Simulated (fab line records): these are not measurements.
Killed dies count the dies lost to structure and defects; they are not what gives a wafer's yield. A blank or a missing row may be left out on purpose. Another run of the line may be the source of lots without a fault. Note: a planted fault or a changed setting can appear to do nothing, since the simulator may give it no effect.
fab line records | flow sky130
[record] lots = 13 wafers = 39 last-day = 50
route steps=708 shown SD_N@350 LI_CONTACT@374 PAD_OPEN@708
lots untouched by any fault: they come from a run of this same line in which no faults occurred
start-h: the number of hours between the record's first day and the start of the first shown wafer of the lot | wait-h: hours since the lot's step before | " the same as in the row above | L1.1+2: several wafers, shown together as one row | - no value present, or no start provided | * or withheld: withheld | < > ~ a bound
route shown NAME@n: a module of which the file shows steps, and the number in the route of the first | usual: average and standard deviation across the fault-free wafers | same: alike in all rows | chamber/n: place in a boat | sites: the reading at each site | _std_site: the standard deviation of these | _edge_site: mean of outer sites minus mean of inner sites | radius-mm: how far each site lies from the wafer's centre | mask NAME#n: copy n | behind: the tool/chamber that last shaped the wafer | hold: the reason the lot was held/the length of the hold in hours/how it ended | device: the n, p or np transistor that did not switch | end of line: at the end of the route, the tests of the same wafers | a step without rows: its recipe alone | killed: the dies lost at the first sort to structure and to defects; this is not the yield of the wafer | map: the dies of a wafer, with x for killed, . for not killed, _ for no die there
set.NAME: the setting the step ran with; set.NAME@STEP: the setting that earlier step ran with | model.NAME: the simulator's own value behind a step, which no gauge read
route steps across a sampled set of lots; one table per step, one row per wafer
services: a tool's chamber out of use, with start hour (start-h, from the record's first day; less than 0 if before it), hours out, and reason
[[steps]]
[step SKY_SD_N_OVL_MEAS_08]
[usual] SD_N_OVL = -1.5/1.4
// columns lot.wafer tool chamber start-h wait-h SD_N_OVL[nm]
L466.2 overlay-02 - 648.75 0.1 -1.6
L466.3 " - " " -1.1
L466.6 " - " " 0.5
L467.1 overlay-01 - 659.65 0.1 -2.1
L467.2 " - " " -2.3
L467.5 " - " " -3.5
L470.2 overlay-01 - 687.40 0.1 -4.2
L470.5 " - " " -2.9
L470.6 " - " " -2.4
L471.3 overlay-01 - 695.11 0.1 -1.1
L471.4 " - " " -2.3
L471.6 " - " " -1.5
L472.1 overlay-02 - 704.45 0.1 -3.2
L472.5 " - " " -3.3
L472.6 " - " " -4.5
L476.3 overlay-01 - 738.15 0.1 -1.2
L476.5 " - " " -1.2
L476.6 " - " " -1.0
L479.2 overlay-01 - 767.00 0.1 -2.7
L479.3 " - " " -0.2
L479.6 " - " " -2.0
L482.4 overlay-02 - 784.51 0.1 -1.8
L482.5 " - " " -1.8
L482.6 " - " " -2.7
L483.2 overlay-01 - 785.34 0.1 -1.2
L483.5 " - " " -0.7
L483.6 " - " " -1.4
L484.3 overlay-01 - 789.70 0.1 -2.4
L484.4 " - " " -1.5
L484.5 " - " " -3.2
L486.2 overlay-01 - 812.15 0.1 -1.4
L486.5 " - " " -2.8
L486.6 " - " " -1.8
L487.1 overlay-02 - 824.13 0.1 0.0
L487.4 " - " " 0.0
L487.5 " - " " -1.1
L489.1 overlay-02 - 833.33 0.1 -0.5
L489.4 " - " " -1.4
L489.5 " - " " -1.7
[step SKY_SD_N_STRIP_11]
[recipe] chemistry = O2/N2 power-w = 1400 pressure-mtorr = 1500 platen-temp-c = withheld o2-flow-sccm = 3000 n2-flow-sccm = 300 overash-fraction = 0.5
[usual] drypump-motor-current-A = 6.0/0.5 oes-product-au = 0.527/0.0046 strip-time-to-endpoint-s = 22.54/0.045
// columns lot.wafer tool chamber start-h wait-h drypump-motor-current-A oes-product-au rf-hours-counter-h strip-time-to-endpoint-s
L466.2 plasma-asher-03 1 649.08 0.1 5.8 0.525 22 22.57
L466.3 " 1 " " 5.8 0.527 - 22.55
L466.6 " 0 " " 6.7 0.520 - 22.54
L467.1 plasma-asher-03 1 659.98 0.1 5.8 0.525 23 22.53
L467.2 " 0 " " 6.8 0.526 23 22.52
L467.5 " 0 " " 6.7 0.529 - 22.52
L470.2 plasma-asher-03 1 687.73 0.1 5.8 0.531 26 22.51
L470.5 " 1 " " 5.8 0.525 - 22.51
L470.6 " 0 " " 6.8 0.530 - 22.54
L471.3 plasma-asher-03 0 695.47 0.1 6.7 0.520 - 22.56
L471.4 " 1 " " 5.8 0.527 - 22.53
L471.6 " 1 " " 5.8 0.532 - 22.52
L472.1 plasma-asher-03 0 704.78 0.1 6.8 0.301 27 -
L472.5 " 0 " " 6.8 0.302 - -
L472.6 " 1 " " 5.8 0.309 - -
L476.3 plasma-asher-01 0 738.50 0.1 5.5 0.530 - 22.50
L476.5 " 0 " " 5.5 0.521 - 22.47
L476.6 " 1 " " 5.7 0.526 - 22.52
L479.2 plasma-asher-03 1 767.33 0.1 5.8 0.527 33 22.51
L479.3 " 1 " " 5.8 0.526 - 22.50
L479.6 " 1 " " 5.8 0.523 - 22.55
L482.4 plasma-asher-01 1 784.86 0.1 5.8 0.525 - 22.48
L482.5 " 0 " " 5.5 0.528 - 22.44
L482.6 " 1 " " 5.7 0.521 - 22.53
L483.2 plasma-asher-04 1 785.67 0.1 5.9 0.527 95 22.62
L483.5 " 0 " " 5.3 0.536 - 22.57
L483.6 " 1 " " 5.9 0.532 - 22.54
L484.3 plasma-asher-04 0 790.05 0.1 5.3 0.530 - 22.50
L484.4 " 1 " " 5.9 0.522 - 22.46
L484.5 " 1 " " 5.9 0.527 - 22.48
L486.2 plasma-asher-01 1 812.48 0.1 5.8 0.518 68 22.50
L486.5 " 1 " " 5.8 0.529 - 22.51
L486.6 " 0 " " 5.5 0.523 - 22.49
L487.1 plasma-asher-01 1 824.47 0.1 5.7 0.527 70 22.50
L487.4 " 0 " " 5.5 0.529 - 22.53
L487.5 " 1 " " 5.8 0.530 - 22.49
L489.1 plasma-asher-03 0 833.67 0.1 6.7 0.531 40 22.53
L489.4 " 0 " " 6.7 0.530 - 22.57
L489.5 " 1 " " 5.8 0.528 - 22.54
[step SKY_SD_N_RTA_14]
[recipe] temp-c = 1075 time-s = 2 idle-temp-c = 650 ramp-up-c-per-s = 150 ramp-down-c-per-s = 90 ambient = N2
[usual] lamp-power-pct = 15.74/0.05 ramp-up-c-per-s = 150.01/0.029 wafer_temp_C_max = 1078.0/1.2
[same] time-s = 2
// columns lot.wafer tool chamber start-h wait-h lamp-power-pct ramp-up-c-per-s wafer_temp_C_max
L466.2 rtp-anneal-01 0 649.29 0.0 15.69 150.03 1076.9
L466.3 " 0 " " 15.71 150.00 1079.1
L466.6 " 0 " " 15.66 150.01 1078.6
L467.1 rtp-anneal-02 0 660.20 0.0 15.79 149.98 1076.7
L467.2 " 0 " " 15.74 150.02 1077.9
L467.5 " 0 " " 15.76 149.98 1076.9
L470.2 rtp-anneal-01 0 687.94 0.0 15.70 149.99 1078.5
L470.5 " 0 " " 15.72 150.01 1075.5
L470.6 " 0 " " 15.71 150.03 1078.4
L471.3 rtp-anneal-02 0 695.66 0.0 15.68 150.04 1078.0
L471.4 " 0 " " 15.72 150.02 1077.6
L471.6 " 0 " " 15.62 149.99 1079.9
L472.1 rtp-anneal-01 0 705.00 0.0 15.76 150.01 1077.4
L472.5 " 0 " " 15.71 150.04 1078.6
L472.6 " 0 " " 15.82 150.01 1078.1
L476.3 rtp-anneal-01 0 738.71 0.0 15.68 149.98 1079.1
L476.5 " 0 " " 15.72 149.99 1076.4
L476.6 " 0 " " 15.79 150.03 1078.2
L479.2 rtp-anneal-02 0 767.55 0.0 15.77 150.01 1079.7
L479.3 " 0 " " 15.74 149.94 1075.6
L479.6 " 0 " " 15.75 149.99 1076.6
L482.4 rtp-anneal-01 0 785.06 0.0 15.72 150.00 1078.4
L482.5 " 0 " " 15.64 149.99 1079.9
L482.6 " 0 " " 15.72 150.03 1078.3
L483.2 rtp-anneal-02 0 785.90 0.0 15.78 149.99 1078.2
L483.5 " 0 " " 15.77 150.01 1077.0
L483.6 " 0 " " 15.81 150.05 1077.8
L484.3 rtp-anneal-01 0 790.25 0.0 15.71 150.02 1079.3
L484.4 " 0 " " 15.75 150.01 1077.7
L484.5 " 0 " " 15.73 149.97 1076.6
L486.2 rtp-anneal-01 0 812.70 0.0 15.72 149.99 1080.1
L486.5 " 0 " " 15.85 149.99 1077.9
L486.6 " 0 " " 15.72 150.03 1077.9
L487.1 rtp-anneal-02 0 824.69 0.0 15.69 150.03 1078.8
L487.4 " 0 " " 15.71 150.04 1077.7
L487.5 " 0 " " 15.82 150.03 1076.3
L489.1 rtp-anneal-02 0 833.88 0.0 15.66 150.04 1077.7
L489.4 " 0 " " 15.73 149.99 1077.4
L489.5 " 0 " " 15.77 150.00 1077.7
[step SKY_LI_CONTACT_CD_MEAS_12]
[recipe] target-cd-nm = 170
[usual] cd-nm = 170.1/1.6
// columns lot.wafer tool chamber start-h wait-h cd-nm
L466.2 cd-sem-01 - 678.88 - 170.9
L466.3 " - " " 172.2
L466.6 " - " " 170.7
L467.1 cd-sem-02 - 690.19 - 171.1
L467.2 " - " " 169.9
L467.5 " - " " 170.0
L470.2 cd-sem-02 - 717.33 - 171.6
L470.5 " - " " 173.4
L470.6 " - " " 170.9
L471.3 cd-sem-02 - 725.03 - 170.7
L471.4 " - " " 169.6
L471.6 " - " " 169.4
L472.1 cd-sem-01 - 734.14 - 169.0
L472.5 " - " " 168.6
L472.6 " - " " 167.9
L476.3 cd-sem-01 - 766.88 - 169.4
L476.5 " - " " 169.3
L476.6 " - " " 169.4
L479.2 cd-sem-01 - 795.91 - 171.4
L479.3 " - " " 172.8
L479.6 " - " " 171.7
L482.4 cd-sem-02 - 813.04 - 170.9
L482.5 " - " " 172.9
L482.6 " - " " 173.1
L483.2 cd-sem-02 - 814.06 - 170.6
L483.5 " - " " 170.4
L483.6 " - " " 171.3
L484.3 cd-sem-01 - 818.12 - 171.4
L484.4 " - " " 170.4
L484.5 " - " " 172.2
L486.2 cd-sem-02 - 840.08 - 168.4
L486.5 " - " " 168.9
L486.6 " - " " 169.3
L487.1 cd-sem-01 - 852.16 - 172.6
L487.4 " - " " 170.8
L487.5 " - " " 171.7
L489.1 cd-sem-02 - 860.83 - 166.4
L489.4 " - " " 168.3
L489.5 " - " " 168.9
[step SKY_PAD_OPEN_PROBE_99]
[usual] killed_at_M0_to_M3 = 43/6.5 killed_at_M4_up = 3.2/1.9 killed-at-contacts = 25/5.5 killed-at-front-end = 14/4.2 killed-at-other = 0.2/0.44 killed-dies = 85/8.5 killed-on-rim = 16/3.3 killed-open = 47/7 killed-short = 39/6.3
[same] gross-dies = 492 killed-at-back-side = 0
// columns lot.wafer tool chamber start-h wait-h hold killed_at_M0_to_M3 killed_at_M4_up killed-at-contacts killed-at-front-end killed-at-other killed-dies killed-on-rim killed-open killed-short
L466.2 prober-02 - 1082.20 0.1 - 44 0 13 16 0 73 15 36 37
L466.3 prober-02 - 1082.25 0.2 - 41 3 26 18 0 88 14 47 41
L466.6 prober-02 - 1082.40 0.2 - 39 2 32 13 0 86 23 48 38
L467.1 prober-01 - 1089.19 0.1 - 45 5 25 15 1 91 15 49 42
L467.2 prober-01 - 1089.24 0.1 - 47 3 22 10 0 82 20 44 38
L467.5 prober-01 - 1089.39 0.2 - 47 4 27 18 0 96 18 57 39
L470.2 prober-02 - 1109.39 0.1 - 34 5 19 14 0 72 14 36 36
L470.5 prober-02 - 1109.54 0.2 - 50 3 16 14 0 83 14 42 41
L470.6 prober-02 - 1109.59 0.2 - 40 3 23 16 0 82 21 38 44
L471.3 prober-01 - 1114.74 0.2 - 35 4 24 25 0 88 19 53 35
L471.4 prober-01 - 1114.79 0.2 - 46 4 24 11 1 86 18 49 37
L471.6 prober-01 - 1114.89 0.2 - 36 8 15 20 1 80 13 38 42
L472.1 prober-02 - 1120.79 0.1 await-dispo/2.5h/scrap 51 2 33 406 0 492 96 50 49
L472.5 prober-02 - 1120.99 0.2 await-dispo/2.5h/scrap 38 4 35 415 0 492 96 49 36
L472.6 prober-02 - 1121.04 0.2 await-dispo/2.5h/scrap 46 5 30 411 0 492 96 61 37
L476.3 prober-02 - 1147.81 0.2 - 48 4 25 12 0 89 19 44 45
L476.5 prober-02 - 1147.91 0.2 - 42 7 22 14 1 86 18 44 42
L476.6 prober-02 - 1147.96 0.2 - 53 1 17 7 0 78 16 44 34
L479.2 prober-01 - 1165.53 0.1 - 43 2 27 9 0 81 9 47 34
L479.3 prober-01 - 1165.58 0.2 - 43 4 22 16 0 85 17 49 36
L479.6 prober-01 - 1165.73 0.2 - 54 2 18 11 0 85 18 44 41
L482.4 prober-02 - 1178.55 0.2 - 43 1 21 23 1 89 18 52 37
L482.5 prober-02 - 1178.60 0.2 - 40 7 20 16 0 83 18 45 38
L482.6 prober-02 - 1178.65 0.2 - 39 6 28 10 0 83 16 49 34
L483.2 prober-01 - 1179.95 0.1 - 46 4 30 15 0 95 21 61 34
L483.5 prober-01 - 1180.10 0.2 - 45 3 34 15 0 97 18 54 43
L483.6 prober-01 - 1180.15 0.2 - 36 1 28 14 1 80 16 48 32
L484.3 prober-02 - 1181.99 0.2 - 40 1 25 7 0 73 16 41 32
L484.4 prober-02 - 1182.04 0.2 - 34 4 28 11 0 77 17 43 34
L484.5 prober-02 - 1182.09 0.2 - 46 3 24 13 0 86 17 49 37
L486.2 prober-02 - 1193.15 0.1 - 39 6 21 19 0 85 16 45 40
L486.5 prober-02 - 1193.30 0.2 - 31 2 29 24 0 86 14 49 37
L486.6 prober-02 - 1193.35 0.2 - 41 1 24 13 0 79 17 40 39
L487.1 prober-01 - 1201.69 0.1 - 42 1 25 14 1 83 13 38 45
L487.4 prober-01 - 1201.84 0.2 - 42 3 32 7 0 84 16 48 36
L487.5 prober-01 - 1201.89 0.2 - 34 1 24 5 0 64 10 35 29
L489.1 prober-01 - 1206.24 0.1 - 54 4 24 10 0 92 19 53 39
L489.4 prober-01 - 1206.39 0.2 - 31 2 17 14 0 64 13 33 31
L489.5 prober-01 - 1206.44 0.2 - 44 5 28 14 0 91 19 52 39
// killed by level:class
L466.2 VIA3:geometric-particle:open=8 METAL1:geometric-particle:short=7 VIA1:geometric-particle:short=7 POLY_GATE:geometric-particle:open=5 CONTACT:geometric-particle:open=5 VIA1:geometric-particle:open=5 METAL3:geometric-particle:short=4 CONTACT:geometric-particle:short=4
L466.3 LI_CONTACT:geometric-particle:open=12 FIELD_ISO:geometric-particle:open=7 VIA2:geometric-particle:open=7 METAL3:geometric-particle:short=6 VIA1:geometric-particle:open=6 METAL1:geometric-particle:short=5 VIA1:geometric-particle:short=5 POLY_GATE:geometric-particle:open=4
L466.6 CONTACT:geometric-particle:short=10 CONTACT:geometric-particle:open=10 VIA3:geometric-particle:open=8 LI_CONTACT:geometric-particle:open=7 VIA1:geometric-particle:open=7 VIA2:geometric-particle:open=5 VIA2:geometric-particle:short=4 POLY_GATE:geometric-particle:open=3
L467.1 VIA1:geometric-particle:open=9 CONTACT:geometric-particle:open=9 CONTACT:geometric-particle:short=7 VIA3:geometric-particle:open=7 FIELD_ISO:geometric-particle:short=6 VIA2:geometric-particle:open=6 VIA1:geometric-particle:short=6 METAL2:geometric-particle:short=6
L467.2 VIA1:geometric-particle:open=13 CONTACT:geometric-particle:open=9 METAL2:geometric-particle:short=8 LOCAL_INTERCONNECT:geometric-particle:short=7 METAL1:geometric-particle:short=7 VIA2:geometric-particle:open=5 VIA2:geometric-particle:short=5 FIELD_ISO:geometric-particle:short=4
L467.5 CONTACT:geometric-particle:open=12 VIA1:geometric-particle:open=11 VIA2:geometric-particle:open=9 FIELD_ISO:geometric-particle:open=7 CONTACT:geometric-particle:short=6 LOCAL_INTERCONNECT:geometric-particle:short=5 VIA3:geometric-particle:open=5 POLY_GATE:geometric-particle:open=4
L470.2 FIELD_ISO:geometric-particle:short=8 LI_CONTACT:geometric-particle:open=8 VIA1:geometric-particle:open=8 METAL1:geometric-particle:short=6 VIA2:geometric-particle:open=6 CONTACT:geometric-particle:open=5 METAL2:geometric-particle:short=5 METAL4:geometric-particle:short=4
L470.5 VIA1:geometric-particle:open=11 VIA2:geometric-particle:open=9 CONTACT:geometric-particle:open=7 METAL1:geometric-particle:short=5 VIA1:geometric-particle:short=5 VIA3:geometric-particle:open=5 POLY_GATE:geometric-particle:short=4 METAL2:geometric-particle:short=4
L470.6 VIA2:geometric-particle:open=9 LI_CONTACT:geometric-particle:open=8 METAL1:geometric-particle:short=8 POLY_GATE:geometric-particle:open=5 CONTACT:geometric-particle:short=5 CONTACT:geometric-particle:open=5 FIELD_ISO:geometric-particle:short=4 VIA1:geometric-particle:short=4
L471.3 CONTACT:geometric-particle:open=10 FIELD_ISO:geometric-particle:open=9 VIA1:geometric-particle:open=8 VIA2:geometric-particle:open=7 POLY_GATE:geometric-particle:short=6 VIA3:geometric-particle:open=6 LI_CONTACT:geometric-particle:open=5 CONTACT:geometric-particle:short=5
L471.4 VIA1:geometric-particle:open=10 VIA2:geometric-particle:open=10 CONTACT:geometric-particle:open=8 CONTACT:geometric-particle:short=6 VIA3:geometric-particle:open=6 LI_CONTACT:geometric-particle:open=5 METAL1:geometric-particle:short=5 VIA1:geometric-particle:short=5
L471.6 FIELD_ISO:geometric-particle:short=8 METAL4:geometric-particle:short=7 CONTACT:geometric-particle:open=7 VIA2:geometric-particle:open=7 VIA3:geometric-particle:short=6 VIA3:geometric-particle:open=6 VIA1:geometric-particle:open=4 SPACER:geometric-particle:short=3
L472.1 SD_N:area-rta=393 CONTACT:geometric-particle:open=15 VIA1:geometric-particle:open=10 VIA2:geometric-particle:open=8 METAL2:geometric-particle:short=7 VIA3:geometric-particle:short=7 VIA2:geometric-particle:short=6 CONTACT:geometric-particle:short=5
L472.5 SD_N:area-rta=407 LI_CONTACT:geometric-particle:open=12 CONTACT:geometric-particle:short=8 VIA1:geometric-particle:open=8 CONTACT:geometric-particle:open=7 VIA3:geometric-particle:open=5 LI_CONTACT:geometric-particle:short=5 METAL2:geometric-particle:short=5
L472.6 SD_N:area-rta=394 LI_CONTACT:geometric-particle:open=13 VIA1:geometric-particle:open=10 VIA2:geometric-particle:open=10 VIA1:geometric-particle:short=6 LOCAL_INTERCONNECT:geometric-particle:short=5 CONTACT:geometric-particle:open=5 FIELD_ISO:geometric-particle:open=4
L476.3 CONTACT:geometric-particle:open=11 VIA1:geometric-particle:open=9 METAL2:geometric-particle:short=8 VIA2:geometric-particle:open=7 METAL3:geometric-particle:short=5 POLY_GATE:geometric-particle:short=4 LI_CONTACT:geometric-particle:open=4 LOCAL_INTERCONNECT:geometric-particle:short=4
L476.5 VIA2:geometric-particle:open=9 VIA1:geometric-particle:open=8 CONTACT:geometric-particle:open=7 METAL1:geometric-particle:short=7 VIA3:geometric-particle:open=7 METAL4:geometric-particle:short=6 CONTACT:geometric-particle:short=5 POLY_GATE:geometric-particle:short=4
L476.6 CONTACT:geometric-particle:open=11 VIA1:geometric-particle:open=10 VIA3:geometric-particle:open=9 METAL1:geometric-particle:short=8 VIA2:geometric-particle:open=8 METAL2:geometric-particle:short=5 VIA1:geometric-particle:short=5 FIELD_ISO:geometric-particle:short=3
L479.2 CONTACT:geometric-particle:open=10 VIA3:geometric-particle:open=9 CONTACT:geometric-particle:short=8 VIA1:geometric-particle:open=8 VIA2:geometric-particle:open=6 LOCAL_INTERCONNECT:geometric-particle:short=4 VIA1:geometric-particle:short=4 METAL1:geometric-particle:open=4
L479.3 VIA1:geometric-particle:open=16 VIA2:geometric-particle:open=9 CONTACT:geometric-particle:open=7 FIELD_ISO:geometric-particle:short=5 LI_CONTACT:geometric-particle:open=5 CONTACT:geometric-particle:short=5 METAL1:geometric-particle:short=5 METAL2:geometric-particle:short=4
L479.6 VIA1:geometric-particle:open=14 VIA2:geometric-particle:open=9 VIA1:geometric-particle:short=8 CONTACT:geometric-particle:short=7 METAL1:geometric-particle:short=5 METAL2:geometric-particle:short=5 FIELD_ISO:geometric-particle:open=4 CONTACT:geometric-particle:open=4
L482.4 VIA1:geometric-particle:open=12 FIELD_ISO:geometric-particle:open=8 CONTACT:geometric-particle:open=7 VIA3:geometric-particle:open=7 FIELD_ISO:geometric-particle:short=6 VIA2:geometric-particle:open=6 METAL1:geometric-particle:short=5 POLY_GATE:geometric-particle:short=4
L482.5 VIA1:geometric-particle:open=12 LI_CONTACT:geometric-particle:open=7 CONTACT:geometric-particle:open=7 VIA2:geometric-particle:short=6 POLY_GATE:geometric-particle:open=5 VIA1:geometric-particle:short=5 METAL2:geometric-particle:short=5 FIELD_ISO:geometric-particle:short=4
L482.6 VIA1:geometric-particle:open=12 VIA2:geometric-particle:open=9 CONTACT:geometric-particle:open=8 METAL2:geometric-particle:short=7 LI_CONTACT:geometric-particle:open=7 LOCAL_INTERCONNECT:geometric-particle:short=7 FIELD_ISO:geometric-particle:open=4 CONTACT:geometric-particle:short=4
L483.2 VIA1:geometric-particle:open=14 CONTACT:geometric-particle:open=9 LI_CONTACT:geometric-particle:open=8 FIELD_ISO:geometric-particle:open=6 LOCAL_INTERCONNECT:geometric-particle:short=6 METAL1:geometric-particle:short=6 VIA2:geometric-particle:open=6 VIA3:geometric-particle:open=6
L483.5 VIA1:geometric-particle:open=17 CONTACT:geometric-particle:open=15 LI_CONTACT:geometric-particle:open=8 LOCAL_INTERCONNECT:geometric-particle:short=6 VIA1:geometric-particle:short=6 METAL2:geometric-particle:short=6 FIELD_ISO:geometric-particle:short=4 POLY_GATE:geometric-particle:open=4
L483.6 CONTACT:geometric-particle:open=13 VIA2:geometric-particle:open=8 VIA1:geometric-particle:open=6 METAL1:geometric-particle:short=4 LI_CONTACT:geometric-particle:open=4 CONTACT:geometric-particle:short=4 VIA1:geometric-particle:short=4 METAL2:geometric-particle:short=4
L484.3 VIA1:geometric-particle:open=11 CONTACT:geometric-particle:open=9 LI_CONTACT:geometric-particle:open=7 VIA1:geometric-particle:short=5 METAL1:geometric-particle:short=4 METAL2:geometric-particle:short=4 VIA2:geometric-particle:open=4 VIA3:geometric-particle:short=4
L484.4 CONTACT:geometric-particle:open=11 VIA2:geometric-particle:open=8 CONTACT:geometric-particle:short=7 VIA1:geometric-particle:open=7 METAL2:geometric-particle:short=7 VIA3:geometric-particle:open=6 LOCAL_INTERCONNECT:geometric-particle:short=4 FIELD_ISO:geometric-particle:open=3
L484.5 VIA1:geometric-particle:open=10 CONTACT:geometric-particle:open=9 VIA3:geometric-particle:open=7 VIA2:geometric-particle:open=7 POLY_GATE:geometric-particle:short=5 LI_CONTACT:geometric-particle:open=5 METAL1:geometric-particle:short=5 VIA1:geometric-particle:short=5
L486.2 VIA1:geometric-particle:open=10 FIELD_ISO:geometric-particle:open=8 LI_CONTACT:geometric-particle:open=7 CONTACT:geometric-particle:open=7 METAL1:geometric-particle:short=5 VIA1:geometric-particle:short=5 METAL2:geometric-particle:short=5 POLY_GATE:geometric-particle:open=4
L486.5 CONTACT:geometric-particle:open=11 VIA1:geometric-particle:open=9 POLY_GATE:geometric-particle:open=8 CONTACT:geometric-particle:short=8 METAL2:geometric-particle:short=7 VIA2:geometric-particle:open=7 POLY_GATE:geometric-particle:short=6 LI_CONTACT:geometric-particle:open=6
L486.6 VIA1:geometric-particle:open=11 VIA2:geometric-particle:open=7 CONTACT:geometric-particle:short=7 CONTACT:geometric-particle:open=7 POLY_GATE:geometric-particle:short=6 LI_CONTACT:geometric-particle:open=5 METAL2:geometric-particle:short=5 VIA1:geometric-particle:short=4
L487.1 CONTACT:geometric-particle:open=8 VIA1:geometric-particle:open=8 VIA3:geometric-particle:open=7 VIA1:geometric-particle:short=7 POLY_GATE:geometric-particle:short=6 CONTACT:geometric-particle:short=5 LI_CONTACT:geometric-particle:short=4 LI_CONTACT:geometric-particle:open=4
L487.4 VIA1:geometric-particle:open=10 CONTACT:geometric-particle:open=9 METAL1:geometric-particle:short=8 LI_CONTACT:geometric-particle:open=7 LOCAL_INTERCONNECT:geometric-particle:short=6 VIA2:geometric-particle:open=6 VIA3:geometric-particle:open=6 CONTACT:geometric-particle:short=5
L487.5 CONTACT:geometric-particle:open=9 METAL1:geometric-particle:short=7 METAL2:geometric-particle:short=7 CONTACT:geometric-particle:short=5 VIA1:geometric-particle:open=5 METAL2:geometric-particle:open=5 FIELD_ISO:geometric-particle:short=4 LI_CONTACT:geometric-particle:open=4
L489.1 VIA3:geometric-particle:open=11 CONTACT:geometric-particle:open=10 VIA1:geometric-particle:open=8 VIA2:geometric-particle:open=6 METAL1:geometric-particle:short=6 LI_CONTACT:geometric-particle:open=5 METAL1:geometric-particle:open=5 VIA2:geometric-particle:short=5
L489.4 VIA1:geometric-particle:open=9 LI_CONTACT:geometric-particle:open=6 LOCAL_INTERCONNECT:geometric-particle:short=5 POLY_GATE:geometric-particle:open=4 METAL2:geometric-particle:short=4 VIA3:geometric-particle:open=3 METAL1:geometric-particle:short=3 METAL3:geometric-particle:short=3
L489.5 VIA3:geometric-particle:open=12 CONTACT:geometric-particle:open=8 LI_CONTACT:geometric-particle:open=8 METAL2:geometric-particle:short=7 LOCAL_INTERCONNECT:geometric-particle:short=6 POLY_GATE:geometric-particle:open=4 METAL1:geometric-particle:open=4 CONTACT:geometric-particle:short=4
[[services]]
// columns tool chamber start-h hours kind
plasma-asher-01 - 631.41 4.5 repair
plasma-asher-03 - 741.45 3.0 repair
plasma-asher-01 - 801.73 1.7 repair
[[key]]
[first-sign] step = SKY_SD_N_STRIP_11 reading = oes-product-au direction = down sigmas = 48 usual = 0.527 struck = 0.304
[effect] step = SKY_PAD_OPEN_PROBE_99 reading = killed-at-front-end direction = up sigmas = 95 usual = 14 struck = 411
[more-kills-born-at] SKY_SD_N_RTA_14@rtp-anneal-01 = 1194
met-at SKY_SD_N_STRIP_11
struck-lots L472
tester-left-out L472
not-acting-at SKY_SD_N_OVL_MEAS_08,SKY_SD_N_RTA_14,SKY_LI_CONTACT_CD_MEAS_12
onset-between 695.47 704.78
[fault] kind = strip-aborted tool = plasma-asher-03 chamber = - onset-h = 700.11 steps = SKY_SD_N_STRIP_11 offset = 0.89648 end-h = 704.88
// tester-left-out: of these lots the tester's yield and bins aren't shown, on N5 and GAA mostly nor the transistor test; their killed dies are dies lost to structure and defects alone, not to doping, threshold or leakage, so they don't give the yield
